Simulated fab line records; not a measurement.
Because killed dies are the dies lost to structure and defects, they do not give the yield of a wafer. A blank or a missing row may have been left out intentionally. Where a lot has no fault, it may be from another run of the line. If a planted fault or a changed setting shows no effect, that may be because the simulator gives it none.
8D (eight disciplines) problem report, filled in by code :: flow sky130 :: the parts of the form that need people (team, actions taken, sign-off) are left out

## 1. WHAT WENT WRONG
Mean of run length s at SKY_VT_ADJUST_HVTP_SOFTBAKE_03: 100.01 s across 2 wafers in 2 lots; on wafers with no fault it is 89.24 s (standard deviation 0.23). Measured from the usual mean, that is +47 standard deviations.
The step: time 60 s.
First seen on wafer L285.4, day 9 09:27, on litho track-01. The record has a number at this step for 41 wafers belonging to 14 lots. Rule for "out" (also "out of limits"): further than 4 standard deviations from the usual mean. The other wafers with a number count as sound.

## 2. WHAT IT IS; WHAT IT IS NOT
question: which readings at this step
is: run length s
is not: heater power total W

question: which lots
is: L285, L286
is not: L271, L272, L274, L275, L276, L277, L279, L281, L290, L291, L292, L293

question: which wafers of those lots
is: L285.4, L286.3
is not: L285.1, L286.5, L286.6

question: read on which tools
is: litho track-01
is not: litho track-03, litho track-04

question: when
is: from day 9 09:27
is not: up to then (25 sound wafers); but 14 sound wafers of L286, L290, L291, L292, L293 came after

## 3. THE SUSPECTS, EACH WITH WHAT RULES IT OUT
Counting: any tool at a process step up to the reading remains a suspect provided it ran every lot that is out. Sound lots after the first of them don't rule it out here, since some wafers of a struck lot are sound.
- litho track-01 at SKY_VT_ADJUST_HVTP_SOFTBAKE_03 (time 60 s): kept. Every lot that is out went through it, the first being L285 (day 9 09:27); the last sound lot it ran before that was L276 (day 6 19:33). Its own readings are out on those wafers: run length s.
The count leaves litho track-01 at SKY_VT_ADJUST_HVTP_SOFTBAKE_03.

## 4. THE CAUSE (what the simulator had put in)
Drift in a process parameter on litho track-01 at SKY_VT_ADJUST_HVTP_SOFTBAKE_03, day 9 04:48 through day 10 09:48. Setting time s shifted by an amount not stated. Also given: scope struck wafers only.
Counting left only this tool.

## 5. THE CHAIN OF EFFECTS, in route order
Rows list readings where the struck wafers' mean (over those with a number) sits beyond 3 standard deviations from the usual. Scope: only readings with a usual standard deviation given in the record; hours: median across lots of the time from each lot's start at the first step in this table that gives one to its start at this step; sigmas: change in usual standard deviations.
hours: 0
step: SKY_VT_ADJUST_HVTP_SOFTBAKE_03
reading: run length s
usual: 89.24 s
on struck wafers: 100.01
change: +10.77
sigmas: +47
Its process steps:
- SKY_VT_ADJUST_HVTP_SOFTBAKE_03: time 60 s.

## 6. HOW IT WOULD HAVE BEEN CAUGHT EARLIER
The fault began at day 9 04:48; the first out-of-limits reading in this record came at day 9 09:27, 5 hours later.
